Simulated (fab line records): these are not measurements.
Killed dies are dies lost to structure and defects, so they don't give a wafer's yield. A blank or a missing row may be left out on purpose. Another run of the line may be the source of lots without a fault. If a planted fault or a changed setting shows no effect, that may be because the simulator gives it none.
2 desks looking at one fault	flow gf180mcu	each desk has only its own numbers; what lay behind them comes last

== FOR THE TOOL OWNER'S DESK: lpcvd-02 ==
The tool's own readings at GF_STI_CVD_03 (deposits Si3N4 from DCS/NH3, target thk 207.16 nm, time 3551 s): means of the sampled wafers that have a number, for each lot that ran on this tool. Marked OUT: a lot whose mean sits more than 4 standard deviations from the usual mean, which makes it out of limits; the brackets give that distance.
Columns: A = spike_tc_bottom_C at GF_STI_CVD_03, usual 790.1 C; B = spike_tc_centre_C at GF_STI_CVD_03, usual 771.1 C; C = spike_tc_lower_C at GF_STI_CVD_03, usual 770.0 C; D = spike_tc_top_C at GF_STI_CVD_03, usual 786 C; E = spike_tc_upper_C at GF_STI_CVD_03, usual 770.4 C; F = susceptor_temp_C at GF_STI_CVD_03, usual 770.0 C; G = zone_power_upper_pct at GF_STI_CVD_03, usual 12.3 %
lot	first seen here	A	B	C	D	E	F	G
L120	day 1 17:04	789.4	769.5	769.3	781	770.0	770.1	13.7
L121	day 1 21:34	789.8	771.0	770.3	781	769.9	769.9	13.7
L122	day 2 02:34	789.4	771.0	768.9	786	770.3	770.3	10.5
L124	day 2 14:40	789.1	772.5	769.2	781	769.2	770.1	13.8
L129	day 3 13:34	790.7	771.8	768.2	780	769.3	770.0	13.7
L135	day 4 19:34	790.1	770.7	769.5	780	769.4	769.6	13.6
L138	day 5 10:44	771.2 (-6.5) OUT	754.0 (-14) OUT	753.1 (-14) OUT	769 (-4.7) OUT	753.3 (-14) OUT	752.4 (-55) OUT	10.0
L139	day 5 15:34	771.4 (-6.4) OUT	754.8 (-14) OUT	752.4 (-15) OUT	769 (-4.7) OUT	752.9 (-15) OUT	753.1 (-53) OUT	10.0
This desk's verdict: out of limits on L138, L139, starting with L138 at day 5 10:44 (spike_tc_bottom_C at GF_STI_CVD_03). L120, L121, L122, L124, L129, L135: within limits.

== AT THE METROLOGY DESK ==
Means of the sampled wafers that have a number, per lot and without regard to the tool the lot ran on: this is what the gauges read. Marked OUT: a lot whose mean sits more than 4 standard deviations from the usual mean, which makes it out of limits; the brackets give that distance.
Columns: A = STI_CVD_03_THK at GF_STI_THK_MEAS_04, usual 206.9 nm
lot	first seen here	A
L120	day 1 19:02	211.1
L121	day 1 23:34	210.1
L122	day 2 04:35	208.6
L123	day 2 09:35	201.7
L124	day 2 16:40	208.1
L127	day 3 06:34	206.4
L128	day 3 12:04	206.0
L129	day 3 15:34	206.8
L130	day 3 20:34	207.4
L131	day 4 01:35	207.1
L135	day 4 21:34	204.6
L138	day 5 12:44	147.4 (-26) OUT
L139	day 5 17:34	148.1 (-26) OUT
L140	day 6 00:28	206.3
This desk's result: L138, L139 out of limits, first on L138 (STI_CVD_03_THK at GF_STI_THK_MEAS_04), day 5 12:44. L120, L121, L122, L123, L124, L127, L128, L129, L130, L131, L135, L140: within limits.

== PUT TOGETHER ==
At day 5 10:44, on L138, L139, the tool owner's desk was in a position to raise an alarm.
The metrology desk could have raised an alarm at day 5 12:44, on L138, L139.
Of the lots named, all ran GF_STI_CVD_03 on lpcvd-02.

== WHAT WAS PUT IN BY THE SIMULATOR ==
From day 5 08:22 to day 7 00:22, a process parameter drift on lpcvd-02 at GF_STI_CVD_03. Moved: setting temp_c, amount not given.
Shown lots that were struck: L138, L139.
Counting hours from when the fault started, the first reading out of limits came at 2 for the tool owner's desk and at 4 for the metrology desk.
